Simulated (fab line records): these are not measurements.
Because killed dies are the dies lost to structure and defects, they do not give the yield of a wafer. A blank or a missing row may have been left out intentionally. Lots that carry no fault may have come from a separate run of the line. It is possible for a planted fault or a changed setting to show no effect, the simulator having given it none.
Matching of chambers -- flow gf180mcu -- GF_CONTACT_CMP_04 on cmp-01: 4 sister chambers
The step polishes SiO2. 4 wafers are shown with their chamber, then 8 later ones without.

## WAFERS PAIRED WITH THEIR CHAMBERS
wafer,chamber,motorCurrentA (A)
L958.6,2,10.1
L971.4,1,13.8
L971.6,3,11.7
L974.2,0,11.6

## WAFERS MISSING THEIR CHAMBER
wafer,motorCurrentA (A)
L974.3,14.1
L974.5,11.9
L975.1,14.7
L975.4,11.6
L975.5,14.1
L976.1,10.9
L976.3,14.5
L976.5,12.5

## WHICH CHAMBER EACH WENT THROUGH
wafer,from the rows above,in truth
L974.3,1,1
L974.5,can't be placed: 3 or 0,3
L975.1,1,1
L975.4,can't be placed: 0 or 3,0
L975.5,1,1
L976.1,can't be placed: 0 or 3 or 2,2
L976.3,1,1
L976.5,can't be placed: 3 or 0 or 1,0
4 of 8 placed correctly. Can't be placed from these rows: 4 (the true chamber is among the candidates in 4). Placed wrongly: 0.
How it was worked out, from the rows above alone: a wafer's distance from a chamber is the root of the sum, over the readings, of the square of ((its reading less the chamber's mean) divided by the reading's scatter). If the next closest chamber is less than 2 further off than the closest, the wafer can't be placed; otherwise it belongs to the closest. A chamber's mean is the mean of its shown wafers. The scatter (one wafer shown for each chamber): square how far every hidden wafer sits from the nearest shown wafer, average those squares and take the square root.
